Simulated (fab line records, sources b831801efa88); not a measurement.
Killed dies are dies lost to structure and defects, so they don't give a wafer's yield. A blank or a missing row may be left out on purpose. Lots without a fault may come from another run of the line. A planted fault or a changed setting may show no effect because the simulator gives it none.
fab line records | flow gf180mcu | part 1 of 2: steps 1 to 27 of 37
record lots=5 wafers=15 last_day=34
route steps=602 shown M2@363 V2@382
lots that met no fault: from a run of the same line without faults
start_h: hours from the record's first day to the start of the lot's first wafer shown | wait_h: hours since the lot's step before | " the same as in the row above | L1.1+2: a row that stands for several wafers | - no value, or no start given | * or withheld: withheld | < > ~ a bound
route shown NAME@n: a module of which the file shows steps, and the number in the route of the first | usual: mean/standard deviation of fault-free wafers | same: alike in all rows | chamber/n: place in a boat | sites: the reading at each site | _std_site: their standard deviation | _edge_site: outer sites' mean less inner sites' | radius_mm: how far each site lies from the wafer's centre | mask NAME#n: copy n | behind: the tool/chamber that last shaped the wafer | hold: why the lot was held/for how many hours/how that ended | device: the transistor (n, p or np) that didn't switch | end of line: the same wafers' tests at the end of the route | a step without rows: its recipe alone | killed: dies lost to structure and defects at the first sort, not the wafer's yield | map: a wafer's dies, x killed, . not, _ none there
set.NAME: the setting as run; set.NAME@STEP: as run at that earlier step | model.NAME: the simulator's own value behind a step, which no gauge read
lots at some steps of the route; a table a step, a row a wafer
services: from which hour (start_h, from the record's first day; less than 0 if before it) a tool's chamber was out of use, for how many hours, and why
## steps
# step GF_M2_SPUTTER_01
# recipe material=TiN target_thk_nm=30 power_w=6500 time_s=25 chamber_pressure_pa=0.4
# usual throttle_valve_pct=29.7/1.2
# columns lot.wafer tool chamber start_h wait_h throttle_valve_pct
L076.1 pvd_sputter-03 - 432.16 0.1 30.0
L076.4 " - " " 28.9
L076.5 " - " " 28.7
L087.2 pvd_sputter-03 - 529.75 0.1 29.8
L087.5 " - " " 28.6
L087.6 " - " " 30.0
L089.2 pvd_sputter-03 - 540.94 0.1 31.4
L089.5 " - " " 29.8
L089.6 " - " " 27.9
L093.1 pvd_sputter-01 - 575.84 0.1 29.9
L093.2 " - " " 29.9
L093.3 " - " " 32.3
L096.1 pvd_sputter-04 - 597.25 0.1 28.5
L096.5 " - " " 28.4
L096.6 " - " " 30.9
# step GF_M2_SPUTTER_02
# recipe material=AlCu target_thk_nm=450 power_w=10600 time_s=23.9 chamber_pressure_pa=0.4
# usual throttle_valve_pct=29.7/1.2
# columns lot.wafer tool chamber start_h wait_h throttle_valve_pct
L076.1 pvd_sputter-03 - 432.20 0.0 29.9
L076.4 " - " " 28.6
L076.5 " - " " 28.9
L087.2 pvd_sputter-03 - 529.78 0.0 29.9
L087.5 " - " " 28.2
L087.6 " - " " 29.8
L089.2 pvd_sputter-03 - 540.97 0.0 31.2
L089.5 " - " " 30.0
L089.6 " - " " 28.2
L093.1 pvd_sputter-01 - 575.87 0.0 30.0
L093.2 " - " " 30.5
L093.3 " - " " 32.3
L096.1 pvd_sputter-04 - 597.28 0.0 28.6
L096.5 " - " " 28.2
L096.6 " - " " 30.7
# step GF_M2_SPUTTER_03
# recipe material=Ti target_thk_nm=10 substrate_temp_c=300 chamber_pressure_pa=0.3 power_w=3000 time_s=6.7
# usual throttle_valve_pct=29.7/1.2
# columns lot.wafer tool chamber start_h wait_h throttle_valve_pct
L076.1 pvd_sputter-03 - 432.22 0.0 29.6
L076.4 " - " " 28.9
L076.5 " - " " 28.8
L087.2 pvd_sputter-03 - 529.81 0.0 30.0
L087.5 " - " " 28.1
L087.6 " - " " 29.9
L089.2 pvd_sputter-03 - 541.00 0.0 31.0
L089.5 " - " " 29.9
L089.6 " - " " 28.2
L093.1 pvd_sputter-01 - 575.90 0.0 30.1
L093.2 " - " " 30.2
L093.3 " - " " 32.6
L096.1 pvd_sputter-04 - 597.31 0.0 28.5
L096.5 " - " " 28.5
L096.6 " - " " 30.9
# step GF_M2_SPUTTER_04
# recipe material=TiN target_thk_nm=50 power_w=6500 time_s=41.7 chamber_pressure_pa=0.4
# usual throttle_valve_pct=29.7/1.2
# columns lot.wafer tool chamber start_h wait_h throttle_valve_pct
L076.1 pvd_sputter-03 - 432.25 0.0 29.9
L076.4 " - " " 28.7
L076.5 " - " " 28.8
L087.2 pvd_sputter-03 - 529.83 0.0 29.8
L087.5 " - " " 28.1
L087.6 " - " " 29.9
L089.2 pvd_sputter-03 - 541.02 0.0 31.2
L089.5 " - " " 30.0
L089.6 " - " " 28.1
L093.1 pvd_sputter-01 - 575.92 0.0 30.0
L093.2 " - " " 30.2
L093.3 " - " " 32.3
L096.1 pvd_sputter-04 - 597.33 0.0 28.6
L096.5 " - " " 28.4
L096.6 " - " " 30.7
# step GF_M2_RS_MEAS_05
# recipe thk_meas_gauge=four-point-probe reads=TiN_of_M2_SPUTTER_04+Ti_of_M2_SPUTTER_03+AlCu_of_M2_SPUTTER_02+TiN_of_M2_SPUTTER_01+Ti_of_M2_SPUTTER_00
# usual M2_ALCU_RS=0.0701/0.00097
# columns lot.wafer tool chamber start_h wait_h M2_ALCU_RS[ohm/sq]
L076.1 film_metro-02 - 432.29 0.0 0.0715
L076.4 " - " " 0.0728
L076.5 " - " " 0.0730
L087.2 film_metro-03 - 529.89 0.0 0.0709
L087.5 " - " " 0.0699
L087.6 " - " " 0.0703
L089.2 film_metro-03 - 541.08 0.0 0.0699
L089.5 " - " " 0.0702
L089.6 " - " " 0.0691
L093.1 film_metro-02 - 575.96 0.0 0.0708
L093.2 " - " " 0.0706
L093.3 " - " " 0.0708
L096.1 film_metro-04 - 597.37 0.0 0.0688
L096.5 " - " " 0.0683
L096.6 " - " " 0.0689
# step GF_M2_THK_MEAS_06
# recipe thk_meas_gauge=xrf reads=AlCu_of_M2_SPUTTER_02
# usual M2_ALCU_THK=447/6.7
# columns lot.wafer tool chamber start_h wait_h M2_ALCU_THK[nm]
L076.1 film_metro-02 - 432.41 0.1 436
L076.4 " - " " 428
L076.5 " - " " 427
L087.2 film_metro-03 - 530.00 0.1 443
L087.5 " - " " 450
L087.6 " - " " 447
L089.2 film_metro-03 - 541.19 0.1 448
L089.5 " - " " 449
L089.6 " - " " 457
L093.1 film_metro-02 - 576.08 0.1 442
L093.2 " - " " 442
L093.3 " - " " 439
L096.1 film_metro-04 - 597.49 0.1 458
L096.5 " - " " 460
L096.6 " - " " 455
# step GF_M2_DEHYDRATE_07
# recipe temp_c=200 time_s=60
# usual chill_plate_temp_C=23.01/0.083
# columns lot.wafer tool chamber start_h wait_h chill_plate_temp_C
L076.1 litho_track-03 0 444.29 11.9 23.01
L076.4 " 0 " " 23.07
L076.5 " 0 " " 23.15
L087.2 litho_track-03 0 540.67 10.7 22.93
L087.5 " 0 " " 22.97
L087.6 " 0 " " 23.04
L089.2 litho_track-03 0 551.67 10.5 23.02
L089.5 " 0 " " 23.00
L089.6 " 0 " " 23.08
L093.1 litho_track-02 0 586.30 10.2 23.18
L093.2 " 0 " " 22.96
L093.3 " 0 " " 23.17
L096.1 litho_track-02 0 607.15 9.7 23.06
L096.5 " 0 " " 23.10
L096.6 " 0 " " 23.08
# step GF_M2_HMDS_08
# recipe prime_time_s=60 prime_temp_c=120
# usual chill_plate_temp_C=23.02/0.11
# columns lot.wafer tool chamber start_h wait_h chill_plate_temp_C
L076.1 litho_track-03 0 444.44 0.1 23.05
L076.4 " 0 " " 22.99
L076.5 " 0 " " 22.95
L087.2 litho_track-03 0 540.82 0.1 22.97
L087.5 " 0 " " 22.84
L087.6 " 0 " " 23.00
L089.2 litho_track-03 0 551.82 0.1 22.90
L089.5 " 0 " " 22.79
L089.6 " 0 " " 22.80
L093.1 litho_track-02 0 586.45 0.1 23.18
L093.2 " 0 " " 23.14
L093.3 " 0 " " 23.11
L096.1 litho_track-02 0 607.30 0.1 23.05
L096.5 " 0 " " 22.96
L096.6 " 0 " " 23.06
# step GF_M2_COAT_09
# recipe resist=KrF spin_rpm=withheld resist_thk_nm=1000
# usual chill_plate_temp_C=22.99/0.11
# columns lot.wafer tool chamber start_h wait_h chill_plate_temp_C
L076.1 litho_track-03 0 444.59 0.1 23.06
L076.4 " 0 " " 23.03
L076.5 " 0 " " 23.17
L087.2 litho_track-03 0 540.97 0.1 23.01
L087.5 " 0 " " 22.88
L087.6 " 0 " " 22.90
L089.2 litho_track-03 0 551.97 0.1 22.83
L089.5 " 0 " " 22.84
L089.6 " 0 " " 22.96
L093.1 litho_track-02 0 586.60 0.1 23.21
L093.2 " 0 " " 23.00
L093.3 " 0 " " 22.98
L096.1 litho_track-02 0 607.45 0.1 22.92
L096.5 " 0 " " 23.09
L096.6 " 0 " " 22.90
# step GF_M2_SOFTBAKE_10
# recipe temp_c=130 time_s=60 resist=KrF
# usual chill_plate_temp_C=23.01/0.1
# columns lot.wafer tool chamber start_h wait_h chill_plate_temp_C
L076.1 litho_track-03 0 444.74 0.1 23.11
L076.4 " 0 " " 22.90
L076.5 " 0 " " 22.92
L087.2 litho_track-03 0 541.12 0.1 22.88
L087.5 " 0 " " 23.04
L087.6 " 0 " " 23.06
L089.2 litho_track-03 0 552.12 0.1 23.01
L089.5 " 0 " " 22.96
L089.6 " 0 " " 23.00
L093.1 litho_track-02 0 586.75 0.1 23.16
L093.2 " 0 " " 22.91
L093.3 " 0 " " 23.05
L096.1 litho_track-02 0 607.60 0.1 22.91
L096.5 " 0 " " 23.12
L096.6 " 0 " " 22.93
# step GF_M2_EXPOSE_11
# recipe mask_id=Metal2 target_cd_nm=280 na=0.68 source_shape=conventional sigma_outer=0.6 dose_mj=28
# same na=0.68
# columns lot.wafer tool chamber start_h wait_h mask
L076.1+4+5 krf_scanner-02 0 - - Metal2#0
L087.2+5+6 krf_scanner-02 0 - - Metal2#0
L089.2+5+6 krf_scanner-01 0 - - Metal2#0
L093.1+2+3 krf_scanner-02 0 - - Metal2#0
L096.1+5+6 krf_scanner-02 0 - - Metal2#0
# step GF_M2_PEB_12
# recipe peb_temp_c=135 peb_time_s=90 resist=KrF
# usual chill_plate_temp_C=23.01/0.11
# columns lot.wafer tool chamber start_h wait_h chill_plate_temp_C
L076.1 litho_track-04 0 - - 22.84
L076.4 " 0 " " 23.04
L076.5 " 0 " " 22.98
L087.2 litho_track-04 0 - - 22.92
L087.5 " 0 " " 22.77
L087.6 " 0 " " 22.75
L089.2 litho_track-04 0 - - 23.01
L089.5 " 0 " " 22.99
L089.6 " 0 " " 23.05
L093.1 litho_track-04 0 - - 23.05
L093.2 " 0 " " 23.06
L093.3 " 0 " " 23.12
L096.1 litho_track-02 0 - - 22.90
L096.5 " 0 " " 23.03
L096.6 " 0 " " 23.07
# step GF_M2_DEVELOP_13
# recipe develop_time_s=60 dev_temp_c=21
# usual chill_plate_temp_C=22.98/0.11
# same develop_time_s=60
# columns lot.wafer tool chamber start_h wait_h chill_plate_temp_C
L076.1 litho_track-04 0 456.78 0.2 23.00
L076.4 " 0 " " 23.04
L076.5 " 0 " " 22.91
L087.2 litho_track-04 0 552.00 0.2 23.01
L087.5 " 0 " " 23.11
L087.6 " 0 " " 23.23
L089.2 litho_track-04 0 563.00 0.2 22.98
L089.5 " 0 " " 22.95
L089.6 " 0 " " 22.96
L093.1 litho_track-04 0 596.88 0.2 23.00
L093.2 " 0 " " 23.03
L093.3 " 0 " " 23.01
L096.1 litho_track-02 0 617.95 0.2 23.07
L096.5 " 0 " " 23.06
L096.6 " 0 " " 23.04
# step GF_M2_CD_MEAS_14
# recipe target_cd_nm=280
# usual cd_nm=280.0/1
# columns lot.wafer tool chamber start_h wait_h cd_nm
L076.1 cd_sem-02 - 456.93 0.1 277.8
L076.4 " - " " 278.9
L076.5 " - " " 278.1
L087.2 cd_sem-01 - 552.15 0.1 280.6
L087.5 " - " " 281.1
L087.6 " - " " 279.7
L089.2 cd_sem-02 - 563.15 0.1 279.8
L089.5 " - " " 279.1
L089.6 " - " " 279.6
L093.1 cd_sem-02 - 597.03 0.1 279.3
L093.2 " - " " 278.2
L093.3 " - " " 279.9
L096.1 cd_sem-01 - 618.10 0.1 279.9
L096.5 " - " " 280.6
L096.6 " - " " 279.9
# step GF_M2_OVL_MEAS_15
# usual M2_OVL=0/5.4
# columns lot.wafer tool chamber start_h wait_h M2_OVL[nm]
L076.1 overlay-01 - 457.05 0.1 4
L076.4 " - " " 3
L076.5 " - " " 0
L087.2 overlay-01 - 552.25 0.1 -11
L087.5 " - " " -5
L087.6 " - " " -4
L089.2 overlay-01 - 563.25 0.1 -5
L089.5 " - " " 7
L089.6 " - " " 4
L093.1 overlay-01 - 597.15 0.1 -4
L093.2 " - " " 2
L093.3 " - " " 6
L096.1 overlay-02 - 618.22 0.1 -3
L096.5 " - " " -4
L096.6 " - " " 0
# step GF_M2_METAL_ETCH_16
# recipe chemistry=Cl2/BCl3 mask_material=KrF target_depth_nm=750.8 stop_on=SiO2 pressure_mtorr=8 icp_w=800 bias_w=140 Cl2_flow_sccm=80 bcl3_flow_sccm=40 time_s=125.1
# usual drypump_motor_current_A=5.97/0.19 oes_product_au=0.991/0.0059 throttle_valve_pct=28.229/0.0095
# columns lot.wafer tool chamber start_h wait_h drypump_motor_current_A oes_product_au rf_hours_counter_h throttle_valve_pct
L076.1 rie_metal-03 1 457.08 0.0 6.03 0.989 9 28.222
L076.4 " 1 " " 6.05 0.998 - 28.229
L076.5 " 0 " " 5.74 0.994 - 28.220
L087.2 rie_metal-02 0 552.28 0.0 6.18 0.987 4 28.213
L087.5 " 0 " " 6.18 0.999 - 28.230
L087.6 " 1 " " 6.20 0.994 - 28.234
L089.2 rie_metal-03 1 563.28 0.0 6.08 0.986 12 28.235
L089.5 " 0 " " 5.75 0.980 - 28.244
L089.6 " 1 " " 6.07 0.991 - 28.236
L093.1 rie_metal-02 1 597.18 0.0 6.18 0.997 2 28.247
L093.2 " 0 " " 6.22 0.995 5 28.222
L093.3 " 0 " " 6.18 1.000 - 28.217
L096.1 rie_metal-03 0 618.26 0.0 5.73 1.001 9 28.220
L096.5 " 0 " " 5.71 0.995 - 28.232
L096.6 " 0 " " 5.72 0.987 - 28.220
# step GF_M2_STRIP_17
# recipe chemistry=O2/N2 power_w=1400 pressure_mtorr=1500 platen_temp_c=250 o2_flow_sccm=3000 n2_flow_sccm=300 overash_fraction=0.5
# usual drypump_motor_current_A=5.4/0.36 heater_power_w=320/33 o2_flow_sccm=2999/9.1 oes_product_au=0.538/0.0055 strip_time_to_endpoint_s=7.38/0.047
# same overash_fraction=0.5
# columns lot.wafer tool chamber start_h wait_h drypump_motor_current_A heater_power_w o2_flow_sccm oes_product_au rf_hours_counter_h strip_time_to_endpoint_s
L076.1 plasma_asher-02 1 457.21 0.1 5.7 313 2999 0.537 32 7.37
L076.4 " 1 " " 5.7 314 3004 0.531 - 7.35
L076.5 " 1 " " 5.7 329 3008 0.546 - 7.40
L087.2 plasma_asher-02 1 552.41 0.1 5.7 320 2991 0.532 42 7.34
L087.5 " 0 " " 5.7 278 3012 0.541 - 7.37
L087.6 " 1 " " 5.7 324 3007 0.542 - 7.42
L089.2 plasma_asher-02 1 563.41 0.1 5.7 322 3002 0.541 43 7.45
L089.5 " 0 " " 5.7 279 3003 0.538 - 7.46
L089.6 " 1 " " 5.7 320 2997 0.539 - 7.43
L093.1 plasma_asher-01 1 597.31 0.1 5.8 365 2994 0.533 18 7.35
L093.2 " 0 " " 5.6 360 3004 0.533 18 7.32
L093.3 " 1 " " 5.7 369 3002 0.540 - 7.30
L096.1 plasma_asher-02 1 618.52 0.2 5.7 336 2990 0.539 47 7.36
L096.5 " 1 " " 5.7 325 2996 0.541 - 7.36
L096.6 " 0 " " 5.7 274 2984 0.537 - 7.36
# step GF_M2_STRIP_18
# recipe chemistry=post_etch_residue_remover time_s=1200 temp_c=72.5
# columns lot.wafer tool chamber start_h wait_h
L076.1+4+5 wet_bench-01 2 457.34 0.1
L087.2+5+6 wet_bench-04 2 552.51 0.1
L089.2+5+6 wet_bench-03 2 563.51 0.1
L093.1+2+3 wet_bench-04 0 597.41 0.1
L096.1+5+6 wet_bench-01 3 618.62 0.1
# step GF_M2_CLEAN_19
# recipe chemistry=DIW dry=n2_spin
# columns lot.wafer tool chamber start_h wait_h
L076.1+4+5 wet_bench-03 2 457.68 0.0
L087.2+5+6 wet_bench-01 1 552.85 0.0
L089.2+5+6 wet_bench-01 2 563.88 0.0
L093.1+2+3 wet_bench-01 2 597.75 0.0
L096.1+5+6 wet_bench-04 3 619.30 0.0
# step GF_V2_CVD_00
# recipe material=SiO2 target_thk_nm=600 sigma_open_frac=0.3 temp_c=400 time_s=100 sih4_flow_sccm=60 pressure_mtorr=6
# columns lot.wafer tool chamber start_h wait_h
L076.1+4+5 hdpcvd-02 0,0,1 457.78 0.0
L087.2+5+6 hdpcvd-01 0,0,2 552.94 0.0
L089.2+5+6 hdpcvd-02 0,0,1 563.98 0.0
L093.1+2+3 hdpcvd-01 1,2,0 597.84 0.0
L096.1+5+6 hdpcvd-01 1,2,0 619.39 0.0
# step GF_V2_THK_MEAS_01
# recipe reads=SiO2_of_V2_CVD_00
# usual V2_CVD_00_THK=600/4.9
# columns lot.wafer tool chamber start_h wait_h V2_CVD_00_THK[nm]
L076.1 film_metro-01 - 457.85 0.0 594
L076.4 " - " " 601
L076.5 " - " " 603
L087.2 film_metro-04 - 553.03 0.0 597
L087.5 " - " " 593
L087.6 " - " " 590
L089.2 film_metro-03 - 564.06 0.0 596
L089.5 " - " " 592
L089.6 " - " " 596
L093.1 film_metro-01 - 597.92 0.0 606
L093.2 " - " " 598
L093.3 " - " " 606
L096.1 film_metro-04 - 619.47 0.0 598
L096.5 " - " " 592
L096.6 " - " " 596
# step GF_V2_CVD_02
# recipe material=SiO2 target_thk_nm=850 precursor=TEOS temp_c=400 time_s=94.851 rf_w=600
# usual heater_power_w=681/110
# columns lot.wafer tool chamber start_h wait_h heater_power_w since_wet_clean_h
L076.1 pecvd-01 1 457.91 0.1 518 491
L076.4 " 1 " " 558 -
L076.5 " 2 " " 847 -
L087.2 pecvd-01 2 553.08 0.0 735 587
L087.5 " 0 " " 783 -
L087.6 " 2 " " 792 -
L089.2 pecvd-02 0 564.11 0.0 629 389
L089.5 " 1 " " 594 -
L089.6 " 2 " " 669 -
L093.1 pecvd-01 0 597.98 0.1 787 631
L093.2 " 1 " " 616 631
L093.3 " 2 " " 824 631
L096.1 pecvd-02 0 619.53 0.1 645 445
L096.5 " 0 " " 505 -
L096.6 " 1 " " 600 -
# step GF_V2_THK_MEAS_03
# recipe reads=SiO2_of_V2_CVD_02
# usual V2_CVD_02_THK=850/10
# columns lot.wafer tool chamber start_h wait_h V2_CVD_02_THK[nm]
L076.1 film_metro-01 - 457.98 0.0 853
L076.4 " - " " 870
L076.5 " - " " 852
L087.2 film_metro-01 - 553.16 0.0 843
L087.5 " - " " 859
L087.6 " - " " 855
L089.2 film_metro-04 - 564.19 0.0 839
L089.5 " - " " 858
L089.6 " - " " 867
L093.1 film_metro-04 - 598.05 0.0 844
L093.2 " - " " 836
L093.3 " - " " 828
L096.1 film_metro-03 - 619.60 0.0 832
L096.5 " - " " 843
L096.6 " - " " 849
# step GF_V2_CMP_04
# recipe material=SiO2 down_force_psi=4 platen_rpm=60 pad_velocity_m_s=0.94248
# usual motor_current_A=12.0/1.3 time_to_endpoint_s=80/5.9
# columns lot.wafer tool chamber start_h wait_h motor_current_A time_to_endpoint_s
L076.1 cmp-02 3 458.09 0.1 11.5 75
L076.4 " 0 " " 13.2 84
L076.5 " 3 " " 11.5 75
L087.2 cmp-02 0 553.31 0.1 13.7 77
L087.5 " 2 " " 12.2 84
L087.6 " 3 " " 11.9 80
L089.2 cmp-02 1 564.34 0.1 13.5 79
L089.5 " 3 " " 12.0 82
L089.6 " 0 " " 14.3 88
L093.2 cmp-02 3 598.11 0.0 12.1 77
L093.1 " 0 " " 13.7 84
L093.3 " 2 " " 12.0 77
L096.1 cmp-02 0 619.76 0.1 14.1 75
L096.5 " 2 " " 11.7 81
L096.6 " 3 " " 12.1 80
# step GF_V2_BOW_MEAS_05
# recipe mode=bow
# usual V2_BOW=101/7.2
# columns lot.wafer tool chamber start_h wait_h V2_BOW[um]
L076.1 film_metro-04 - 458.34 0.2 109
L076.4 " - " " 105
L076.5 " - " " 115
L087.2 film_metro-03 - 553.53 0.2 107
L087.5 " - " " 103
L087.6 " - " " 84
L089.2 film_metro-03 - 564.56 0.2 88
L089.5 " - " " 87
L089.6 " - " " 99
L093.1 film_metro-04 - 598.41 0.2 96
L093.2 " - " " 102
L093.3 " - " " 93
L096.1 film_metro-04 - 619.96 0.1 102
L096.5 " - " " 102
L096.6 " - " " 101
# step GF_V2_DEHYDRATE_06
# recipe temp_c=200 time_s=60
# usual chill_plate_temp_C=23.00/0.12
# columns lot.wafer tool chamber start_h wait_h chill_plate_temp_C
L076.1 litho_track-01 0 469.60 11.2 22.94
L076.4 " 0 " " 22.97
L076.5 " 0 " " 22.98
L087.2 litho_track-04 0 564.20 10.7 22.92
L087.5 " 0 " " 22.89
L087.6 " 0 " " 22.98
L089.2 litho_track-02 0 575.08 10.5 23.06
L089.5 " 0 " " 22.91
L089.6 " 0 " " 22.97
L093.1 litho_track-04 0 608.28 9.8 23.12
L093.2 " 0 " " 23.23
L093.3 " 0 " " 23.12
L096.1 litho_track-01 0 629.94 10.0 22.98
L096.5 " 0 " " 23.10
L096.6 " 0 " " 22.94
# step GF_V2_HMDS_07
# recipe prime_time_s=60 prime_temp_c=120
# usual chill_plate_temp_C=23.02/0.11
# columns lot.wafer tool chamber start_h wait_h chill_plate_temp_C
L076.1 litho_track-01 0 469.75 0.1 23.06
L076.4 " 0 " " 23.04
L076.5 " 0 " " 22.96
L087.2 litho_track-04 0 564.35 0.1 23.13
L087.5 " 0 " " 22.97
L087.6 " 0 " " 23.06
L089.2 litho_track-02 0 575.23 0.1 22.85
L089.5 " 0 " " 23.05
L089.6 " 0 " " 22.91
L093.1 litho_track-04 0 608.43 0.1 23.03
L093.2 " 0 " " 23.13
L093.3 " 0 " " 22.94
L096.1 litho_track-01 0 630.09 0.1 23.00
L096.5 " 0 " " 23.03
L096.6 " 0 " " 23.04
